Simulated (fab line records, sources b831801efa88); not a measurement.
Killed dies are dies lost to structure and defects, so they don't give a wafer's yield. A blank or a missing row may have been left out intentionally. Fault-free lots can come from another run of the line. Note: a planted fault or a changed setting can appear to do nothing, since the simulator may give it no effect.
Problem report, 8D (eight disciplines) form, completed by code | flow gf180mcu | the parts of the form that need people (team, actions taken, sign-off) are left out

== 1. THE ISSUE ==
HV_LDD_3_TW at GF_HV_LDD_TW_MEAS_38 reads a mean of 1757 on 6 wafers of 2 lots; wafers without a fault read 1447 with a standard deviation of 6.7. Measured from the usual mean, that is +46 standard deviations.
First observed at day 16 04:04: wafer L163.2, on film_metro-03. The record has a number at this step for 39 wafers belonging to 13 lots. Rule for "out", or "out of limits": more than 4 standard deviations from the usual mean. Any other wafer with a number is counted as sound.

== 2. WHAT THIS IS AND IS NOT ==
question                    | is                           | is not
which readings at this step | HV_LDD_3_TW                  | -
which lots                  | L163, L166                   | L149, L152, L153, L155, L156, L159, L161, L162, L164, L165, L172
which wafers of those lots  | all that have a number       | -
read on which gauges        | film_metro-01, film_metro-03 | film_metro-04
when                        | from day 16 04:04            | up to then (24 sound wafers); but 9 sound wafers of L164, L165, L172 came after

== 3. SUSPECTS, AND WHAT RULES EACH OUT ==
Counting: a tool at any process step up to the reading remains a suspect when it ran all the lots that are out and ran no sound lot after the first of those.
- the gauge at GF_HV_LDD_TW_MEAS_38 is ruled out. The wafers that are out were read on 2 gauges (film_metro-01, film_metro-03).
- implanter-03 at GF_HV_LDD_IMPLANT_36: kept. Every lot that is out went through it, starting with L163 (day 16 03:50), and after that it ran no sound lot; the last sound lot it ran before then is L161 (day 15 08:20). On those wafers its own readings are out: dose_ions_cm2, faraday_current_uA.
Remaining after the count: implanter-03 at GF_HV_LDD_IMPLANT_36.

== 4. THE CAUSE (what the simulator had put in) ==
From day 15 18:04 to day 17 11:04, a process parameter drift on implanter-03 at GF_HV_LDD_IMPLANT_36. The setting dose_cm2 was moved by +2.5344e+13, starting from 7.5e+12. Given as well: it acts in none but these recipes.
After counting, this tool was the only one left.

== 5. THE CHAIN OF EFFECTS, in route order ==
Each row: a reading whose mean over the struck wafers that have a number lies more than 3 standard deviations from the usual. Only readings for which the record gives a usual standard deviation are gone through. hours: the time from each lot's start at the first step in this table that gives one to its start at this step, as a median over the lots. sigmas: the change in usual standard deviations.
hours | step                 | reading            | usual        | on struck wafers | change     | sigmas
0     | GF_HV_LDD_IMPLANT_36 | dose_ions_cm2      | 7.501e+12    | 3.284e+13        | +2.534e+13 | +99 or more
0     | GF_HV_LDD_IMPLANT_36 | faraday_current_uA | 42.3         | 183.7            | +141.4     | +99 or more
0     | GF_HV_LDD_TW_MEAS_38 | HV_LDD_3_TW        | 1447         | 1757             | +310       | +46
24    | GF_HV_LDD_RS_MEAS_53 | HV_LDD_RS          | 418.3 ohm/sq | 362.6            | -55.8      | -51
Process steps it contains:
- GF_HV_LDD_IMPLANT_36
Later steps that measure or inspect, where all struck wafers having a row at the step show a number for every such reading and not one has moved that far: GF_M3_OVL_MEAS_15.

== 6. WHAT WOULD HAVE CAUGHT IT SOONER ==
10 hours passed between the start of the fault at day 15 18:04 and the first reading out of limits at a measuring or inspecting step in this record, taken at day 16 04:04.
Tool's own readings at GF_HV_LDD_IMPLANT_36, dose_ions_cm2, faraday_current_uA: out on all struck wafers the step has rows for; an alarm limit on them would have tripped on the first.
Lots out: 2; of these, L166 started GF_HV_LDD_IMPLANT_36 on implanter-03 after day 16 04:04. Had the tool been put on hold then, it would have been spared.
